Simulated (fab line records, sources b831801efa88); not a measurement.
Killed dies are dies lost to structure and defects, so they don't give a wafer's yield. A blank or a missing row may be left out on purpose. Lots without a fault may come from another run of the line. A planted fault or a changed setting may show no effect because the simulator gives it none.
fab line records | flow sky130
record lots=6 wafers=18 last_day=50
route steps=708 shown VIA4@651 METAL5@661 PAD_OPEN@708
lots that met no fault: from a run of the same line without faults
start_h: hours from the record's first day to the start of the lot's first wafer shown | wait_h: hours since the lot's step before | " the same as in the row above | L1.1+2: a row that stands for several wafers | - no value, or no start given | * or withheld: withheld | < > ~ a bound
route shown NAME@n: a module of which the file shows steps, and the number in the route of the first | usual: mean/standard deviation of fault-free wafers | same: alike in all rows | chamber/n: place in a boat | sites: the reading at each site | _std_site: their standard deviation | _edge_site: outer sites' mean less inner sites' | radius_mm: how far each site lies from the wafer's centre | mask NAME#n: copy n | behind: the tool/chamber that last shaped the wafer | hold: why the lot was held/for how many hours/how that ended | device: the transistor (n, p or np) that didn't switch | end of line: the same wafers' tests at the end of the route | a step without rows: its recipe alone | killed: dies lost to structure and defects at the first sort, not the wafer's yield | map: a wafer's dies, x killed, . not, _ none there
set.NAME: the setting as run; set.NAME@STEP: as run at that earlier step | model.NAME: the simulator's own value behind a step, which no gauge read
lots at some steps of the route; a table a step, a row a wafer
services: from which hour (start_h, from the record's first day; less than 0 if before it) a tool's chamber was out of use, for how many hours, and why
## steps
# step SKY_VIA4_ETCH_12
# recipe target=SiO2 chemistry=C4F8/O2/Ar stop_on=TiN mask_material=NOVOLAK source_w=1500 bias_w=1200 pressure_mtorr=40 c4f8_flow_sccm=withheld O2_flow_sccm=6 Ar_flow_sccm=300 time_s=withheld target_depth_a=5800
# step SKY_VIA4_STRIP_13
# recipe chemistry=O2/N2 power_w=1400 pressure_mtorr=1500 platen_temp_c=withheld o2_flow_sccm=3000 n2_flow_sccm=300 overash_fraction=0.5
# usual chamber_pressure_mTorr=1500.1/1.3 drypump_motor_current_A=5.7/0.35 o2_flow_sccm=3001/9 oes_product_au=0.710/0.0043 strip_time_to_endpoint_s=12.806/0.027
# columns lot.wafer tool chamber start_h wait_h chamber_pressure_mTorr drypump_motor_current_A o2_flow_sccm oes_product_au rf_hours_counter_h strip_time_to_endpoint_s
L670.1 plasma_asher-04 1 1068.46 - 1499.5 5.7 3002 0.707 33 12.814
L670.3 " 0 " " 1502.3 5.3 2988 0.705 - 12.831
L670.5 " 1 " " 1498.7 5.6 3010 0.711 - 12.819
L672.2 plasma_asher-02 1 1076.26 - 1499.5 5.2 2995 0.706 66 12.773
L672.3 " 1 " " 1497.9 5.2 2999 0.710 - 12.789
L672.5 " 1 " " 1502.5 5.2 3005 0.710 - 12.814
L677.2 plasma_asher-02 0 1105.76 - 1498.8 6.4 3013 0.705 68 12.805
L677.4 " 0 " " 1500.1 6.4 3004 0.715 - 12.793
L677.5 " 0 " " 1497.1 6.4 3004 0.704 - 12.784
L679.3 plasma_asher-03 0 1113.86 - 1500.9 6.0 3001 0.710 - 12.817
L679.5 " 1 " " 1500.1 5.7 2994 0.711 - 12.762
L679.6 " 0 " " 1496.9 6.0 3001 0.710 - 12.788
L683.2 plasma_asher-03 0 1137.58 - 1500.1 6.0 2998 0.707 8 12.756
L683.5 " 1 " " 1498.8 5.6 3006 0.706 - 12.813
L683.6 " 0 " " 1500.0 6.0 3001 0.709 - 12.842
L685.2 plasma_asher-04 1 1149.41 - 1501.6 5.6 3008 0.713 42 12.854
L685.5 " 1 " " 1498.5 5.6 2987 0.707 - 12.805
L685.6 " 0 " " 1500.0 5.3 2998 0.710 - 12.821
# step SKY_VIA4_STRIP_14
# recipe chemistry=post_etch_residue_remover time_s=1200 temp_c=72.5
# step SKY_VIA4_CLEAN_15
# recipe chemistry=IPA time_s=180 temp_c=25
# step SKY_VIA4_CLEAN_16
# recipe chemistry=O3/DIW dry=n2_spin
# step SKY_VIA4_SPUTTER_17
# recipe material=TiN target_thk_nm=20 chamber_pressure_pa=5 power_w=4000 time_s=80
# usual cathode_dc_power_W=4000.1/0.74 throttle_valve_pct=30.4/1.5
# columns lot.wafer tool chamber start_h wait_h cathode_dc_power_W throttle_valve_pct
L670.1 pvd_sputter-02 - 1069.10 0.0 3999.0 31.5
L670.3 " - " " 4000.8 32.0
L670.5 " - " " 4001.1 32.2
L672.2 pvd_sputter-01 - 1076.87 0.0 4000.5 31.3
L672.3 " - " " 4000.1 30.1
L672.5 " - " " 3999.7 30.0
L677.2 pvd_sputter-01 - 1106.40 0.0 3999.5 30.3
L677.4 " - " " 4000.3 31.2
L677.5 " - " " 4000.8 31.4
L679.3 pvd_sputter-02 - 1114.42 0.0 4000.1 30.5
L679.5 " - " " 3999.7 31.3
L679.6 " - " " 4000.4 30.4
L683.2 pvd_sputter-03 - 1138.17 0.0 4000.2 31.4
L683.5 " - " " 3999.3 29.0
L683.6 " - " " 4000.3 29.6
L685.2 pvd_sputter-03 - 1150.00 0.0 3999.9 31.3
L685.5 " - " " 4000.3 31.5
L685.6 " - " " 4000.9 33.3
# step SKY_VIA4_CVD_18
# recipe material=W target_thk_nm=505 time_s=152.14 temp_c=400 pressure_torr=40
# step SKY_VIA4_RS_MEAS_19
# recipe thk_meas_gauge=four-point-probe reads=W_of_VIA4_CVD_18+TiN_of_VIA4_SPUTTER_17
# usual VIA4_W_RS=0.2256/0.0025
# columns lot.wafer tool chamber start_h wait_h VIA4_W_RS[ohm/sq]
L670.1 film_metro-02 - 1069.31 0.1 0.2280
L670.3 " - " " 0.2299
L670.5 " - " " 0.2269
L672.2 film_metro-04 - 1077.10 0.1 0.2224
L672.3 " - " " 0.2231
L672.5 " - " " 0.2231
L677.2 film_metro-04 - 1106.63 0.1 0.2264
L677.4 " - " " 0.2282
L677.5 " - " " 0.2244
L679.3 film_metro-03 - 1114.68 0.1 0.2223
L679.5 " - " " 0.2263
L679.6 " - " " 0.2203
L683.2 film_metro-02 - 1138.40 0.1 0.2273
L683.5 " - " " 0.2288
L683.6 " - " " 0.2236
L685.2 film_metro-02 - 1150.23 0.1 0.2256
L685.5 " - " " 0.2210
L685.6 " - " " 0.2259
# step SKY_VIA4_THK_MEAS_20
# recipe thk_meas_gauge=xrf reads=W_of_VIA4_CVD_18
# usual VIA4_W_THK=502/6.2
# columns lot.wafer tool chamber start_h wait_h VIA4_W_THK[nm]
L670.1 film_metro-02 - 1069.43 0.1 494
L670.3 " - " " 490
L670.5 " - " " 497
L672.2 film_metro-04 - 1077.21 0.1 508
L672.3 " - " " 503
L672.5 " - " " 504
L677.2 film_metro-04 - 1106.74 0.1 501
L677.4 " - " " 496
L677.5 " - " " 505
L679.3 film_metro-03 - 1114.78 0.1 512
L679.5 " - " " 504
L679.6 " - " " 519
L683.2 film_metro-02 - 1138.51 0.1 497
L683.5 " - " " 491
L683.6 " - " " 506
L685.2 film_metro-02 - 1150.34 0.1 500
L685.5 " - " " 514
L685.6 " - " " 502
# step SKY_VIA4_CMP_21
# recipe stop_on=SiO2 t_overpolish_s=25 down_force_psi=3.5 platen_rpm=60 target_thk_nm=0 pad_velocity_m_s=0.94248
# usual head_pressure_psi=3.500/0.0081 motor_current_A=10.9/1 overpolish_run_s=25.000/0.0085 retaining_ring_pressure_frac=1.000/0.0052 slurry_filter_dp_kPa=13.49/0.14 time_to_endpoint_s=123/3.3
# same t_overpolish_s=25
# columns lot.wafer tool chamber start_h wait_h head_pressure_psi motor_current_A overpolish_run_s retaining_ring_pressure_frac slurry_filter_dp_kPa time_to_endpoint_s
L670.3 cmp-02 1 1069.54 0.1 3.496 10.8 25.003 0.990 13.38 123
L670.1 " 2 " " 3.499 9.5 24.991 1.011 13.46 124
L670.5 " 1 " " 3.486 10.3 25.001 0.994 13.49 124
L672.3 cmp-02 2 1077.26 0.0 3.483 9.1 24.994 0.999 13.48 128
L672.2 " 0 " " 3.490 9.7 24.981 1.007 13.39 131
L672.5 " 2 " " 3.480 9.6 24.992 1.004 13.41 129
L677.2 cmp-01 1 1106.79 0.0 3.500 10.6 25.022 0.990 13.18 128
L677.4 " 2 " " 3.500 12.2 25.004 0.996 13.31 124
L677.5 " 1 " " 3.509 10.6 25.013 1.000 13.38 127
L679.3 cmp-01 1 1114.92 0.1 3.501 10.6 25.006 0.996 13.46 128
L679.5 " 3 " " 3.507 11.1 24.999 0.991 13.40 120
L679.6 " 0 " " 3.503 11.8 25.002 0.997 13.66 123
L683.2 cmp-01 1 1138.63 0.1 3.504 10.6 25.006 0.999 13.49 129
L683.5 " 0 " " 3.496 12.4 24.990 1.004 13.13 122
L683.6 " 1 " " 3.501 11.5 24.989 1.003 13.36 127
L685.2 cmp-02 1 1150.49 0.1 3.508 10.1 25.004 1.002 13.64 124
L685.5 " 3 " " 3.492 9.8 25.005 0.998 13.48 124
L685.6 " 0 " " 3.510 10.2 24.987 0.995 13.51 126
# step SKY_METAL5_SPUTTER_00
# recipe material=Ti target_thk_nm=15 power_w=3000 time_s=10 chamber_pressure_pa=0.4
# step SKY_METAL5_SPUTTER_01
# recipe material=TiN target_thk_nm=20 power_w=6500 time_s=16.7 chamber_pressure_pa=0.4
# step SKY_METAL5_SPUTTER_02
# recipe material=AlCu target_thk_nm=1150 power_w=10600 time_s=61.2 chamber_pressure_pa=0.4
# usual cathode_dc_power_W=10600/2.1 throttle_valve_pct=30.2/1.3
# columns lot.wafer tool chamber start_h wait_h cathode_dc_power_W throttle_valve_pct model.AlCu_of_METAL5_SPUTTER_02.thk_nm
L670.1 pvd_sputter-04 - 1069.84 0.0 10602 29.6 1161
L670.3 " - " " 10600 31.9 1153
L670.5 " - " " 10604 29.5 1409
L672.2 pvd_sputter-04 - 1077.61 0.0 10601 32.2 1143
L672.3 " - " " 10599 28.5 1149
L672.5 " - " " 10597 29.5 1406
L677.2 pvd_sputter-01 - 1107.14 0.0 10598 30.9 1146
L677.4 " - " " 10600 31.4 1153
L677.5 " - " " 10598 31.2 1143
L679.3 pvd_sputter-01 - 1115.16 0.0 10595 27.7 1167
L679.5 " - " " 10599 30.0 1177
L679.6 " - " " 10598 31.3 1171
L683.2 pvd_sputter-01 - 1138.92 0.0 10598 31.1 1148
L683.5 " - " " 10600 31.5 1160
L683.6 " - " " 10599 30.0 1151
L685.2 pvd_sputter-04 - 1150.74 0.0 10599 28.5 1147
L685.5 " - " " 10602 30.1 1145
L685.6 " - " " 10602 29.5 1149
# step SKY_METAL5_SPUTTER_03
# recipe material=Ti target_thk_nm=5 power_w=3000 time_s=3.3 chamber_pressure_pa=0.4
# usual cathode_dc_power_W=3000.0/0.52 throttle_valve_pct=30.2/1.4
# columns lot.wafer tool chamber start_h wait_h cathode_dc_power_W throttle_valve_pct
L670.1 pvd_sputter-04 - 1069.89 0.0 3000.7 29.3
L670.3 " - " " 2999.5 31.9
L670.5 " - " " 2999.5 29.4
L672.2 pvd_sputter-04 - 1077.66 0.0 2999.4 31.9
L672.3 " - " " 3000.1 28.3
L672.5 " - " " 3000.2 29.7
L677.2 pvd_sputter-01 - 1107.19 0.0 3000.3 31.2
L677.4 " - " " 3000.4 31.3
L677.5 " - " " 2999.4 31.5
L679.3 pvd_sputter-01 - 1115.21 0.0 2999.3 27.8
L679.5 " - " " 2999.6 30.1
L679.6 " - " " 2999.6 31.2
L683.2 pvd_sputter-01 - 1138.98 0.0 3000.6 31.3
L683.5 " - " " 2999.5 31.2
L683.6 " - " " 2999.7 30.3
L685.2 pvd_sputter-04 - 1150.79 0.0 3000.6 28.4
L685.5 " - " " 2999.8 29.7
L685.6 " - " " 3000.3 29.8
# step SKY_METAL5_SPUTTER_04
# recipe material=TiN target_thk_nm=70 power_w=6500 time_s=58.3 chamber_pressure_pa=0.4
# step SKY_METAL5_RS_MEAS_05
# recipe thk_meas_gauge=four-point-probe reads=TiN_of_METAL5_SPUTTER_04+Ti_of_METAL5_SPUTTER_03+AlCu_of_METAL5_SPUTTER_02+TiN_of_METAL5_SPUTTER_01+Ti_of_METAL5_SPUTTER_00
# usual METAL5_ALCU_RS=0.02691/0.00027
# columns lot.wafer tool chamber start_h wait_h METAL5_ALCU_RS[ohm/sq]
L670.1 film_metro-04 - 1069.96 0.0 0.02683
L670.3 " - " " 0.02703
L670.5 " - " " 0.02208
L672.2 film_metro-03 - 1077.75 0.0 0.02721
L672.3 " - " " 0.02709
L672.5 " - " " 0.02212
L677.2 film_metro-01 - 1107.28 0.0 0.02713
L677.4 " - " " 0.02696
L677.5 " - " " 0.0272
L679.3 film_metro-01 - 1115.32 0.1 0.02665
L679.5 " - " " 0.02638
L679.6 " - " " 0.02655
L683.2 film_metro-03 - 1139.06 0.0 0.02716
L683.5 " - " " 0.02682
L683.6 " - " " 0.02702
L685.2 film_metro-01 - 1150.88 0.0 0.02714
L685.5 " - " " 0.02714
L685.6 " - " " 0.02703
# step SKY_METAL5_THK_MEAS_06
# recipe thk_meas_gauge=xrf reads=AlCu_of_METAL5_SPUTTER_02
# usual METAL5_ALCU_THK=1174/13
# columns lot.wafer tool chamber start_h wait_h METAL5_ALCU_THK[nm]
L670.1 film_metro-04 - 1070.08 0.1 1185
L670.3 " - " " 1177
L670.5 " - " " 1434
L672.2 film_metro-03 - 1077.86 0.1 1165
L672.3 " - " " 1161
L672.5 " - " " 1418
L677.2 film_metro-01 - 1107.39 0.1 1160
L677.4 " - " " 1166
L677.5 " - " " 1154
L679.3 film_metro-01 - 1115.42 0.1 1193
L679.5 " - " " 1193
L679.6 " - " " 1189
L683.2 film_metro-03 - 1139.17 0.1 1161
L683.5 " - " " 1169
L683.6 " - " " 1161
L685.2 film_metro-01 - 1150.99 0.1 1166
L685.5 " - " " 1166
L685.6 " - " " 1166
# step SKY_METAL5_DEHYDRATE_07
# recipe temp_c=200 time_s=60
# step SKY_METAL5_HMDS_08
# recipe prime_time_s=60 prime_temp_c=120
# step SKY_METAL5_COAT_09
# recipe resist=NOVOLAK spin_rpm=3000 resist_thk_nm=1800
# step SKY_METAL5_SOFTBAKE_10
# recipe temp_c=90 time_s=60 resist=NOVOLAK
# step SKY_METAL5_EXPOSE_11
# recipe mask_id=MM5 na=0.6 source_shape=conventional sigma_outer=0.6 polarization=unpolarized target_cd_nm=1600 dose_mj=190
# step SKY_METAL5_PEB_12
# recipe temp_c=withheld time_s=* resist=NOVOLAK
# step SKY_METAL5_DEVELOP_13
# recipe resist=NOVOLAK developer=TMAH develop_time_s=60 dev_temp_c=23
# step SKY_METAL5_DESCUM_14
# recipe chemistry=O2 source_power_w=150 bias_power_w=0 pressure_mtorr=10 temp_c=40 time_s=11
# usual chamber_pressure_mTorr=10.000/0.0098 drypump_motor_current_A=5.8/0.55 oes_product_au=1.000/0.0071
# columns lot.wafer tool chamber start_h wait_h chamber_pressure_mTorr drypump_motor_current_A oes_product_au rf_hours_counter_h
L670.1 rie_metal-02 0 1092.57 0.1 10.016 5.2 0.991 11
L670.3 " 1 " " 10.003 6.5 1.009 -
L670.5 " 1 " " 9.989 6.6 0.998 -
L672.2 rie_metal-03 1 1098.90 0.1 10.013 6.2 1.004 12
L672.3 " 1 " " 9.992 6.2 0.996 -
L672.5 " 0 " " 10.000 5.4 0.989 -
L677.2 rie_metal-03 1 1126.93 0.1 9.997 6.2 0.990 14
L677.4 " 1 " " 10.000 6.2 1.008 -
L677.5 " 0 " " 9.990 5.4 1.001 -
L679.3 rie_metal-03 0 1134.92 0.1 10.006 5.4 0.999 -
L679.5 " 1 " " 9.996 6.2 0.998 -
L679.6 " 0 " " 9.995 5.4 1.005 -
L683.2 rie_metal-03 1 1157.43 0.1 10.007 6.2 1.002 17
L683.5 " 1 " " 10.006 6.2 1.007 -
L683.6 " 0 " " 10.006 5.4 1.000 -
L685.2 rie_metal-03 1 1167.50 0.1 10.010 6.2 1.005 18
L685.5 " 1 " " 10.004 6.2 1.012 -
L685.6 " 0 " " 10.003 5.4 1.001 -
# step SKY_METAL5_METAL_ETCH_15
# recipe target_depth_a=12600 stop_on=SiO2 over_etch_frac=0.2 time_s=252 chemistry=Cl2/BCl3 resist_sidewall_deg=86 pressure_mtorr=10 icp_w=900 bias_w=48.5 Cl2_flow_sccm=60 bcl3_flow_sccm=30
# usual chamber_pressure_mTorr=9.999/0.0093 drypump_motor_current_A=5.8/0.54 oes_product_au=0.894/0.0051 throttle_valve_pct=22.264/0.0092
# columns lot.wafer tool chamber start_h wait_h chamber_pressure_mTorr drypump_motor_current_A oes_product_au rf_hours_counter_h throttle_valve_pct
L670.1 rie_metal-02 0 1092.60 0.0 9.981 5.2 0.886 11 22.265
L670.3 " 1 " " 10.007 6.6 0.890 - 22.262
L670.5 " 1 " " 9.997 6.5 0.991 - 22.276
L672.2 rie_metal-03 1 1098.94 0.0 10.005 6.2 0.892 12 22.253
L672.3 " 1 " " 9.997 6.2 0.909 - 22.243
L672.5 " 0 " " 9.998 5.4 0.980 - 22.266
L677.2 rie_metal-03 1 1126.97 0.0 10.000 6.2 0.893 14 22.255
L677.4 " 1 " " 10.004 6.2 0.897 - 22.252
L677.5 " 0 " " 9.999 5.4 0.890 - 22.260
L679.3 rie_metal-03 0 1135.02 0.1 10.004 5.4 0.897 - 22.259
L679.5 " 1 " " 10.005 6.2 0.896 - 22.249
L679.6 " 0 " " 10.009 5.4 0.899 - 22.272
L683.2 rie_metal-03 1 1157.47 0.0 9.992 6.2 0.895 17 22.265
L683.5 " 1 " " 9.984 6.2 0.890 - 22.260
L683.6 " 0 " " 10.005 5.4 0.897 - 22.266
L685.2 rie_metal-03 1 1167.54 0.0 10.015 6.1 0.889 18 22.272
L685.5 " 1 " " 9.986 6.2 0.888 - 22.249
L685.6 " 0 " " 9.988 5.4 0.898 - 22.255
# step SKY_METAL5_STRIP_16
# recipe chemistry=O2/N2 power_w=1400 pressure_mtorr=1500 platen_temp_c=withheld o2_flow_sccm=3000 n2_flow_sccm=300 overash_fraction=0.5
# step SKY_PAD_OPEN_PROBE_99
# columns lot.wafer tool chamber start_h wait_h model.etest.met5_comb.leak_log10_a_um model.etest.met5.rs_ohm_sq model.etest.met5.line_ohm_um
L670.1 prober-01 - 1136.40 0.1 -12.04 0.02696 0.01684
L670.3 prober-01 - 1136.50 0.2 -11.93 0.02709 0.01692
L670.5 prober-01 - 1136.60 0.2 -9.137 0.02202 0.01375
L672.2 prober-01 - 1142.70 0.1 -11.97 0.02716 0.01695
L672.3 prober-01 - 1142.75 0.2 -11.64 0.02698 0.01686
L672.5 prober-01 - 1142.85 0.2 -8.049 0.02236 0.014
L677.2 prober-02 - 1167.38 0.1 -11.99 0.02716 0.01694
L677.4 prober-02 - 1167.48 0.2 -11.88 0.02689 0.01686
L677.5 prober-02 - 1167.53 0.2 -12.15 0.02734 0.01712
L679.3 prober-02 - 1174.48 0.2 -11.94 0.02675 0.0167
L679.5 prober-02 - 1174.58 0.2 -12.11 0.02628 0.01642
L679.6 prober-02 - 1174.63 0.2 -12.15 0.02702 0.01688
L683.2 prober-02 - 1193.98 0.1 -12.06 0.02696 0.0169
L683.5 prober-02 - 1194.13 0.2 -12.01 0.02653 0.01665
L683.6 prober-02 - 1194.18 0.2 -12.13 0.02708 0.01694
L685.2 prober-02 - 1202.70 0.1 -11.97 0.02741 0.01709
L685.5 prober-02 - 1202.85 0.2 -12.1 0.0273 0.01706
L685.6 prober-02 - 1202.90 0.2 -11.98 0.02695 0.01691
# killed by level:class
L677.2 LI_CONTACT:geometric_particle:open=11 VIA2:geometric_particle:open=10 POLY_GATE:geometric_particle:open=9 CONTACT:geometric_particle:open=9 VIA1:geometric_particle:open=9 CONTACT:geometric_particle:short=8 METAL1:geometric_particle:short=7 VIA3:geometric_particle:open=5
L677.4 LI_CONTACT:geometric_particle:open=12 VIA2:geometric_particle:open=11 CONTACT:geometric_particle:open=9 VIA1:geometric_particle:open=8 VIA1:geometric_particle:short=8 METAL2:geometric_particle:short=7 POLY_GATE:geometric_particle:open=5 LI_CONTACT:geometric_particle:short=4
L677.5 VIA1:geometric_particle:open=11 VIA2:geometric_particle:open=10 CONTACT:geometric_particle:open=9 LI_CONTACT:geometric_particle:open=8 METAL4:geometric_particle:short=7 VIA1:geometric_particle:short=6 METAL2:geometric_particle:short=5 CONTACT:geometric_particle:short=5
L679.3 VIA1:geometric_particle:open=7 VIA2:geometric_particle:open=7 FIELD_ISO:geometric_particle:open=6 METAL1:geometric_particle:short=6 VIA3:geometric_particle:open=6 CONTACT:geometric_particle:open=5 METAL2:geometric_particle:short=5 LI_CONTACT:geometric_particle:short=4
L679.5 VIA1:geometric_particle:open=8 METAL4:geometric_particle:short=6 CONTACT:geometric_particle:open=6 VIA3:geometric_particle:open=6 VIA2:geometric_particle:open=5 METAL2:geometric_particle:short=4 SPACER:geometric_particle:open=4 SPACER:geometric_particle:short=4
L679.6 CONTACT:geometric_particle:open=13 VIA1:geometric_particle:open=9 VIA2:geometric_particle:open=8 LI_CONTACT:geometric_particle:open=7 VIA3:geometric_particle:open=6 METAL1:geometric_particle:short=5 VIA1:geometric_particle:short=5 CONTACT:geometric_particle:short=4
L683.2 CONTACT:geometric_particle:short=9 VIA1:geometric_particle:open=9 METAL1:geometric_particle:short=8 LI_CONTACT:geometric_particle:open=7 POLY_GATE:geometric_particle:short=6 METAL2:geometric_particle:short=6 METAL3:geometric_particle:short=6 VIA3:geometric_particle:open=6
L683.5 POLY_GATE:geometric_particle:short=7 LOCAL_INTERCONNECT:geometric_particle:short=6 METAL1:geometric_particle:short=6 METAL2:geometric_particle:short=6 POLY_GATE:geometric_particle:open=5 CONTACT:geometric_particle:open=5 VIA3:geometric_particle:open=5 FIELD_ISO:geometric_particle:open=4
L683.6 METAL2:geometric_particle:short=8 METAL1:geometric_particle:short=7 VIA1:geometric_particle:open=7 FIELD_ISO:geometric_particle:open=5 LOCAL_INTERCONNECT:geometric_particle:short=5 CONTACT:geometric_particle:open=5 METAL3:geometric_particle:short=5 VIA2:geometric_particle:open=4
L685.2 VIA3:geometric_particle:open=12 CONTACT:geometric_particle:open=8 VIA1:geometric_particle:open=7 POLY_GATE:geometric_particle:short=6 METAL1:geometric_particle:short=6 VIA3:geometric_particle:short=6 CONTACT:geometric_particle:short=5 LOCAL_INTERCONNECT:geometric_particle:open=4
L685.5 VIA1:geometric_particle:open=14 VIA3:geometric_particle:open=12 VIA3:geometric_particle:short=7 CONTACT:geometric_particle:open=6 FIELD_ISO:geometric_particle:short=5 VIA2:geometric_particle:open=5 METAL4:geometric_particle:short=5 LI_CONTACT:geometric_particle:open=4
L685.6 LI_CONTACT:geometric_particle:open=11 METAL1:geometric_particle:short=8 VIA1:geometric_particle:open=7 CONTACT:geometric_particle:open=6 METAL2:geometric_particle:short=6 VIA2:geometric_particle:open=5 CONTACT:geometric_particle:short=5 VIA3:geometric_particle:open=5
## services
# columns tool chamber start_h hours kind
pvd_sputter-03 - 1049.97 4.4 repair
pvd_sputter-04 2 1051.50 - consumable_replace:kit
pvd_sputter-04 2 1051.50 18.0 scheduled_down
pvd_sputter-04 2 1051.50 18.0 vent_cycle
pvd_sputter-02 - 1054.55 13.2 repair
plasma_asher-03 - 1055.25 9.0 pm
pvd_sputter-03 - 1068.77 4.7 repair
rie_metal-03 - 1081.79 5.9 repair
cmp-01 - 1085.44 4.0 pm
pvd_sputter-03 - 1102.18 4.7 repair
plasma_asher-02 - 1117.44 18.1 repair
pvd_sputter-02 - 1125.31 2.8 repair
pvd_sputter-04 1 1130.86 - consumable_replace:kit
pvd_sputter-04 1 1130.86 18.0 scheduled_down
pvd_sputter-04 1 1130.86 18.0 vent_cycle
plasma_asher-02 - 1138.53 28.1 pm
pvd_sputter-01 2 1151.01 - consumable_replace:kit
pvd_sputter-01 2 1151.01 18.0 scheduled_down
pvd_sputter-01 2 1151.01 18.0 vent_cycle
rie_metal-02 - 1153.49 2.1 repair
plasma_asher-03 - 1155.61 12.1 repair
cmp-01 - 1157.27 3.4 pm
pvd_sputter-02 - 1159.34 4.3 repair
cmp-01 - 1162.88 11.0 repair
## key
first_sign step=SKY_METAL5_RS_MEAS_05 reading=METAL5_ALCU_RS direction=down sigmas=18 usual=0.02691 struck=0.0221
effect step=SKY_METAL5_THK_MEAS_06 reading=METAL5_ALCU_THK direction=up sigmas=19 usual=1174 struck=1426
effect step=SKY_METAL5_METAL_ETCH_15 reading=oes_product_au direction=up sigmas=18 usual=0.894 struck=0.985
model_effect step=SKY_METAL5_SPUTTER_02 value=AlCu_of_METAL5_SPUTTER_02.thk_nm without=1162 struck=1408
model_effect step=SKY_PAD_OPEN_PROBE_99 value=etest.met5_comb.leak_log10_a_um without=-12.04 struck=-8.593
met_at SKY_METAL5_SPUTTER_02
struck_wafers L670.5,L672.5
sort_left_out L670.5,L672.5
fault kind=process_parameter_drift tool=pvd_sputter-04 chamber=- onset_h=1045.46 steps=SKY_METAL5_SPUTTER_02 channel=target_thk_nm offset=246.11 shape=step end_h=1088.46 scope=struck_wafers_only acts_in=these_recipes_only stated=1150
# sort_left_out: the simulated sort isn't trusted on such a fault, so these wafers' sort isn't shown, and their yield isn't known
